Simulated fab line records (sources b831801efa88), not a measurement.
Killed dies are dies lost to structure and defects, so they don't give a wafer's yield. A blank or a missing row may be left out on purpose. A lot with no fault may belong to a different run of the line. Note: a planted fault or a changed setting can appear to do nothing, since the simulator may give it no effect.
fab line records	flow sky130
record: lots: 13	wafers: 39	last-day: 50
route steps=708 shown METAL1@449 METAL2@486 PAD_OPEN@708
lots untouched by any fault: they come from a run of this same line in which no faults occurred
start-h: hours from the record's opening day to when the first of the lot's shown wafers began	wait-h: hours since the lot's step before	" unchanged from the row above	L1.1+2: several wafers, shown together as one row	- either no value or no given start	* or withheld: withheld	< > ~ a bound
route shown NAME@n: names a module that has steps shown in the file, with the first one's number in the route	usual: mean/standard deviation of fault-free wafers	same: alike in all rows	chamber/n: place in a boat	sites: readings site by site	_std_site: their standard deviation	_edge_site: inner sites' mean taken away from outer sites' mean	radius-mm: how far each site lies from the wafer's centre	mask NAME#n: copy n	behind: tool/chamber where the wafer was last shaped	hold: cause of the lot's hold/its duration in hours/its outcome	device: the transistor (n, p or np) that didn't switch	end of line: tests run on the same wafers once the route is complete	a step with no rows: only its recipe	killed: dies lost to structure and defects at the first sort, not the wafer's yield	map: the dies of a wafer, with x for killed, . for not killed, _ for no die there
set.NAME: the setting as run; set.NAME@STEP: as run at that earlier step	model.NAME: the simulator's own value behind a step, which no gauge read
steps of the route over a sample of lots; a table a step, a row a wafer
services: from which hour (start-h, from the record's first day; less than 0 if before it) a tool's chamber was out of use, for how many hours, and why
== steps ==
step: SKY_METAL1_CD_MEAS_15
recipe: target-cd-nm: 140
usual: cd-nm: 140.2/1.5
lot.wafer	tool	chamber	start-h	wait-h	cd-nm
L930.1	cd-sem-01	-	758.57	-	139.9
L930.3	"	-	"	"	140.5
L930.6	"	-	"	"	140.3
L931.2	cd-sem-01	-	764.72	-	141.8
L931.3	"	-	"	"	142.3
L931.6	"	-	"	"	141.8
L932.2	cd-sem-01	-	775.39	-	140.4
L932.4	"	-	"	"	139.6
L932.6	"	-	"	"	138.3
L936.2	cd-sem-02	-	814.57	-	139.0
L936.5	"	-	"	"	138.7
L936.6	"	-	"	"	138.3
L937.2	cd-sem-02	-	817.99	-	140.5
L937.3	"	-	"	"	139.8
L937.6	"	-	"	"	139.8
L938.1	cd-sem-01	-	824.62	-	139.4
L938.2	"	-	"	"	139.9
L938.3	"	-	"	"	139.4
L939.1	cd-sem-02	-	836.32	-	141.6
L939.2	"	-	"	"	141.8
L939.6	"	-	"	"	141.9
L941.2	cd-sem-01	-	845.54	-	141.8
L941.3	"	-	"	"	140.6
L941.6	"	-	"	"	140.3
L949.2	cd-sem-02	-	915.24	-	139.2
L949.5	"	-	"	"	139.2
L949.6	"	-	"	"	138.8
L950.1	cd-sem-02	-	918.00	-	141.0
L950.4	"	-	"	"	141.7
L950.5	"	-	"	"	140.9
L951.2	cd-sem-02	-	924.06	-	138.1
L951.4	"	-	"	"	139.3
L951.5	"	-	"	"	138.8
L953.1	cd-sem-02	-	932.07	-	142.2
L953.3	"	-	"	"	142.9
L953.6	"	-	"	"	143.2
L952.1	cd-sem-01	-	934.52	-	141.9
L952.5	"	-	"	"	142.4
L952.6	"	-	"	"	142.6
step: SKY_METAL1_OVL_MEAS_16
usual: METAL1_OVL: 1/5.2
lot.wafer	tool	chamber	start-h	wait-h	METAL1_OVL[nm]
L930.1	overlay-02	-	758.69	0.1	1
L930.3	"	-	"	"	4
L930.6	"	-	"	"	7
L931.2	overlay-02	-	764.82	0.1	-1
L931.3	"	-	"	"	1
L931.6	"	-	"	"	-5
L932.2	overlay-02	-	775.50	0.1	3
L932.4	"	-	"	"	-1
L932.6	"	-	"	"	2
L936.2	overlay-01	-	814.67	0.1	6
L936.5	"	-	"	"	7
L936.6	"	-	"	"	4
L937.2	overlay-02	-	818.10	0.1	-9
L937.3	"	-	"	"	-9
L937.6	"	-	"	"	-6
L938.1	overlay-01	-	824.74	0.1	8
L938.2	"	-	"	"	8
L938.3	"	-	"	"	0
L939.1	overlay-02	-	836.44	0.1	-6
L939.2	"	-	"	"	-3
L939.6	"	-	"	"	-8
L941.2	overlay-02	-	845.65	0.1	1
L941.3	"	-	"	"	-6
L941.6	"	-	"	"	0
L949.2	overlay-01	-	915.35	0.1	6
L949.5	"	-	"	"	6
L949.6	"	-	"	"	4
L950.1	overlay-02	-	918.12	0.1	-1
L950.4	"	-	"	"	-5
L950.5	"	-	"	"	0
L951.2	overlay-02	-	924.17	0.1	9
L951.4	"	-	"	"	7
L951.5	"	-	"	"	2
L953.1	overlay-02	-	932.19	0.1	-3
L953.3	"	-	"	"	6
L953.6	"	-	"	"	1
L952.1	overlay-01	-	934.64	0.1	8
L952.5	"	-	"	"	6
L952.6	"	-	"	"	-1
step: SKY_METAL2_SPUTTER_03
recipe: material: Ti	target-thk-nm: 5	power-w: 3000	time-s: 3.3	chamber-pressure-pa: 0.4
usual: throttle-valve-pct: 30.6/1.3
lot.wafer	tool	chamber	start-h	wait-h	throttle-valve-pct
L930.1	pvd-sputter-03	-	787.95	0.0	31.6
L930.3	"	-	"	"	29.2
L930.6	"	-	"	"	30.7
L931.2	pvd-sputter-02	-	793.93	0.0	33.8
L931.3	"	-	"	"	30.5
L931.6	"	-	"	"	30.4
L932.2	pvd-sputter-02	-	804.79	0.0	30.1
L932.4	"	-	"	"	30.0
L932.6	"	-	"	"	30.3
L936.2	pvd-sputter-02	-	843.97	0.0	30.2
L936.5	"	-	"	"	30.5
L936.6	"	-	"	"	30.8
L937.2	pvd-sputter-03	-	847.41	0.0	28.3
L937.3	"	-	"	"	31.4
L937.6	"	-	"	"	30.8
L938.1	pvd-sputter-02	-	854.30	0.0	33.4
L938.2	"	-	"	"	30.7
L938.3	"	-	"	"	30.4
L939.1	pvd-sputter-02	-	865.00	0.0	33.5
L939.2	"	-	"	"	30.6
L939.6	"	-	"	"	30.2
L941.2	pvd-sputter-01	-	873.64	0.0	31.2
L941.3	"	-	"	"	30.1
L941.6	"	-	"	"	31.1
L949.2	pvd-sputter-01	-	943.34	0.0	31.1
L949.5	"	-	"	"	31.1
L949.6	"	-	"	"	29.5
L950.1	pvd-sputter-03	-	945.64	0.0	31.8
L950.4	"	-	"	"	31.0
L950.5	"	-	"	"	29.2
L951.2	pvd-sputter-02	-	951.48	0.0	30.7
L951.4	"	-	"	"	33.4
L951.5	"	-	"	"	30.3
L953.1	pvd-sputter-03	-	959.05	0.0	31.6
L953.3	"	-	"	"	29.1
L953.6	"	-	"	"	28.3
L952.1	pvd-sputter-03	-	961.43	0.0	30.7
L952.5	"	-	"	"	31.7
L952.6	"	-	"	"	28.7
step: SKY_METAL2_DEVELOP_14
recipe: develop-time-s: 60	resist: KrF-thick	dev-temp-c: 21
usual: developer-temp-C: 21.00/0.12
lot.wafer	tool	chamber	start-h	wait-h	developer-temp-C
L930.1	litho-track-03	0	814	-	21.02
L930.3	"	0	"	"	21.02
L930.6	"	0	"	"	21.21
L931.2	litho-track-03	0	820	-	20.99
L931.3	"	0	"	"	20.95
L931.6	"	0	"	"	21.02
L932.2	litho-track-01	0	830	-	20.80
L932.4	"	0	"	"	20.98
L932.6	"	0	"	"	20.82
L936.2	litho-track-01	0	869	-	21.11
L936.5	"	0	"	"	21.10
L936.6	"	0	"	"	21.22
L937.2	litho-track-03	0	872	-	20.95
L937.3	"	0	"	"	20.97
L937.6	"	0	"	"	20.90
L938.1	litho-track-01	0	879	-	21.03
L938.2	"	0	"	"	20.95
L938.3	"	0	"	"	20.97
L939.1	litho-track-01	0	890	-	21.70
L939.2	"	0	"	"	21.68
L939.6	"	0	"	"	21.75
L941.2	litho-track-01	0	899	-	21.82
L941.3	"	0	"	"	21.86
L941.6	"	0	"	"	21.88
L949.2	litho-track-01	0	968	-	20.96
L949.5	"	0	"	"	20.98
L949.6	"	0	"	"	21.04
L950.1	litho-track-01	0	969	-	21.01
L950.4	"	0	"	"	20.72
L950.5	"	0	"	"	20.79
L951.2	litho-track-03	0	975	-	20.79
L951.4	"	0	"	"	20.96
L951.5	"	0	"	"	21.13
L953.1	litho-track-03	0	982	-	21.13
L953.3	"	0	"	"	21.02
L953.6	"	0	"	"	21.07
L952.1	litho-track-03	0	986	-	21.24
L952.5	"	0	"	"	21.10
L952.6	"	0	"	"	21.24
step: SKY_PAD_OPEN_PROBE_99
usual: defect-limited-yield: 82.6/2	killed_at_M0_to_M3: 44/7.3	killed_at_M4_up: 3.1/1.6	killed-at-contacts: 24/5.4	killed-at-front-end: 15/4	killed-at-other: 0.2/0.49	killed-dies: 86/10	killed-open: 48/7.3	killed-short: 38/6.3	sort_bin_3_pad_short: 0.8/0.45	sort_bin_5_function: 10.3/1.5	sort_bin_6_memory: 6.3/1.2	sort-n-pass: 406/10	sort-yield-pct: 82.6/2
same: gross-dies: 492	killed-at-back-side: 0	sort_bin_4_leakage[%]: 0	sort_bin_8_speed[%]: 0
lot.wafer	tool	chamber	start-h	wait-h	defect-limited-yield[%]	killed_at_M0_to_M3	killed_at_M4_up	killed-at-contacts	killed-at-front-end	killed-at-other	killed-dies	killed-open	killed-short	sort_bin_3_pad_short[%]	sort_bin_5_function[%]	sort_bin_6_memory[%]	sort-n-pass	sort-yield-pct[%]
L931.2	prober-01	-	1076.57	0.1	85.0	36	2	16	20	0	74	41	33	0.6	8.7	5.7	418	85.0
L931.3	prober-01	-	1076.62	0.2	81.7	47	3	22	18	0	90	50	40	0.8	11.4	6.1	402	81.7
L931.6	prober-01	-	1076.77	0.2	81.7	47	5	21	17	0	90	47	43	1.4	11.6	5.3	402	81.7
L936.2	prober-02	-	1113.47	0.1	88.0	34	1	10	13	1	59	33	26	0.2	7.5	4.3	433	88.0
L936.5	prober-02	-	1113.62	0.2	83.1	43	2	26	12	0	83	54	29	1.4	10.2	5.3	409	83.1
L936.6	prober-02	-	1113.67	0.2	79.1	45	5	34	19	0	103	59	44	0.6	12.2	8.1	389	79.1
L938.1	prober-02	-	1121.07	0.1	78.9	51	3	27	22	1	104	54	50	1.0	13.4	6.7	388	78.9
L938.2	prober-02	-	1121.12	0.1	82.7	43	4	26	12	0	85	44	41	0.8	9.1	7.3	407	82.7
L938.3	prober-02	-	1121.17	0.2	83.9	47	2	15	15	0	79	38	41	1.0	9.8	5.3	413	83.9
L941.2	prober-01	-	1136.65	0.1	83.3	38	4	29	11	0	82	41	41	2.8	8.1	5.7	410	83.3
L941.3	prober-01	-	1136.70	0.2	81.7	47	4	23	15	1	90	59	31	1.0	10.2	7.1	402	81.7
L941.6	prober-01	-	1136.85	0.2	81.7	51	1	23	15	0	90	52	38	1.2	10.4	6.7	402	81.7
L952.1	prober-02	-	1197.62	0.1	80.9	44	5	25	20	0	94	54	40	1.0	11.2	6.9	398	80.9
L952.5	prober-02	-	1197.82	0.2	85.6	42	2	20	7	0	71	40	31	0.4	9.3	4.7	421	85.6
L952.6	prober-02	-	1197.87	0.2	83.3	41	3	21	16	1	82	50	32	0.2	10.8	5.7	410	83.3
killed by level:class
L931.2 VIA1:geometric-particle:open=9 CONTACT:geometric-particle:open=6 FIELD_ISO:geometric-particle:open=5 VIA1:geometric-particle:short=5 METAL2:geometric-particle:short=5 FIELD_ISO:geometric-particle:short=4 POLY_GATE:geometric-particle:short=4 LI_CONTACT:geometric-particle:open=4
L931.3 VIA1:geometric-particle:open=9 VIA3:geometric-particle:open=8 CONTACT:geometric-particle:open=7 METAL1:geometric-particle:short=7 FIELD_ISO:geometric-particle:open=6 LOCAL_INTERCONNECT:geometric-particle:short=6 VIA2:geometric-particle:open=6 CONTACT:geometric-particle:short=5
L931.6 VIA1:geometric-particle:open=10 VIA3:geometric-particle:open=10 FIELD_ISO:geometric-particle:open=8 METAL1:geometric-particle:short=8 CONTACT:geometric-particle:short=7 VIA1:geometric-particle:short=7 FIELD_ISO:geometric-particle:short=5 CONTACT:geometric-particle:open=5
L936.2 VIA1:geometric-particle:open=10 FIELD_ISO:geometric-particle:open=7 LI_CONTACT:geometric-particle:open=4 VIA1:geometric-particle:short=4 METAL3:geometric-particle:short=4 LI_CONTACT:geometric-particle:short=3 CONTACT:geometric-particle:open=3 VIA3:geometric-particle:open=3
L936.5 VIA1:geometric-particle:open=13 CONTACT:geometric-particle:open=8 VIA3:geometric-particle:open=8 VIA2:geometric-particle:open=7 LI_CONTACT:geometric-particle:open=6 CONTACT:geometric-particle:short=4 METAL3:geometric-particle:short=4 SPACER:geometric-particle:short=3
L936.6 LI_CONTACT:geometric-particle:open=12 VIA1:geometric-particle:open=12 VIA2:geometric-particle:open=12 CONTACT:geometric-particle:open=9 FIELD_ISO:geometric-particle:short=7 CONTACT:geometric-particle:short=7 POLY_GATE:geometric-particle:open=6 METAL1:geometric-particle:short=6
L938.1 CONTACT:geometric-particle:open=10 FIELD_ISO:geometric-particle:open=9 METAL1:geometric-particle:short=9 VIA1:geometric-particle:open=8 LI_CONTACT:geometric-particle:open=7 METAL2:geometric-particle:short=7 VIA2:geometric-particle:open=7 CONTACT:geometric-particle:short=6
L938.2 VIA1:geometric-particle:open=11 CONTACT:geometric-particle:open=10 METAL1:geometric-particle:short=8 LOCAL_INTERCONNECT:geometric-particle:short=5 VIA2:geometric-particle:open=5 VIA3:geometric-particle:short=5 LI_CONTACT:geometric-particle:open=4 CONTACT:geometric-particle:short=4
L938.3 VIA1:geometric-particle:open=12 VIA3:geometric-particle:open=7 METAL1:geometric-particle:short=6 VIA1:geometric-particle:short=6 POLY_GATE:geometric-particle:short=5 LOCAL_INTERCONNECT:geometric-particle:short=5 CONTACT:geometric-particle:open=5 FIELD_ISO:geometric-particle:open=4
L941.2 VIA1:geometric-particle:open=11 LI_CONTACT:geometric-particle:open=7 CONTACT:geometric-particle:open=7 CONTACT:geometric-particle:short=7 LI_CONTACT:geometric-particle:short=4 POLY_GATE:geometric-particle:short=4 METAL1:geometric-particle:short=4 METAL3:geometric-particle:short=4
L941.3 VIA1:geometric-particle:open=14 CONTACT:geometric-particle:open=11 VIA3:geometric-particle:short=7 VIA3:geometric-particle:open=7 FIELD_ISO:geometric-particle:open=4 POLY_GATE:geometric-particle:open=4 LI_CONTACT:geometric-particle:open=4 VIA2:geometric-particle:open=4
L941.6 VIA1:geometric-particle:open=12 CONTACT:geometric-particle:open=11 VIA2:geometric-particle:open=8 POLY_GATE:geometric-particle:open=6 METAL1:geometric-particle:short=6 VIA2:geometric-particle:short=6 LI_CONTACT:geometric-particle:open=5 METAL2:geometric-particle:short=4
L952.1 VIA1:geometric-particle:open=14 CONTACT:geometric-particle:open=11 VIA3:geometric-particle:open=6 LI_CONTACT:geometric-particle:open=5 METAL2:geometric-particle:open=5 METAL4:geometric-particle:short=5 FIELD_ISO:geometric-particle:open=4 CONTACT:geometric-particle:short=4
L952.5 VIA1:geometric-particle:open=11 CONTACT:geometric-particle:open=7 VIA2:geometric-particle:open=6 VIA3:geometric-particle:open=6 METAL1:geometric-particle:short=5 LOCAL_INTERCONNECT:geometric-particle:short=4 POLY_GATE:geometric-particle:open=3 LI_CONTACT:geometric-particle:short=3
L952.6 CONTACT:geometric-particle:open=9 VIA1:geometric-particle:open=9 VIA3:geometric-particle:open=6 POLY_GATE:geometric-particle:open=6 LI_CONTACT:geometric-particle:open=6 VIA1:geometric-particle:short=6 METAL1:geometric-particle:short=4 CONTACT:geometric-particle:short=4
== services ==
tool	chamber	start-h	hours	kind
pvd-sputter-02	-	802.46	1.1	repair
pvd-sputter-02	-	803.03	1.2	repair
pvd-sputter-02	-	811.89	4.4	repair
pvd-sputter-01	-	841.57	7.9	repair
pvd-sputter-03	-	877.83	0.5	repair
pvd-sputter-03	-	929.30	0.9	repair
pvd-sputter-02	-	935.83	12.5	repair
== key ==
first-sign: step: SKY_METAL2_DEVELOP_14	reading: developer-temp-C	direction: up	sigmas: 6.8	usual: *	struck: *
effect none on later readings
met-at SKY_METAL2_DEVELOP_14
struck-lots L939,L941
not-acting-at SKY_METAL1_CD_MEAS_15,SKY_METAL1_OVL_MEAS_16,SKY_METAL2_SPUTTER_03
onset-between 879 890
fault: kind: process-parameter-drift	tool: litho-track-01	chamber: -	onset-h: 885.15	steps: SKY_METAL2_DEVELOP_14	channel: dev-temp-c	offset: *	shape: step	end-h: 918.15	acts-in: *	stated: *
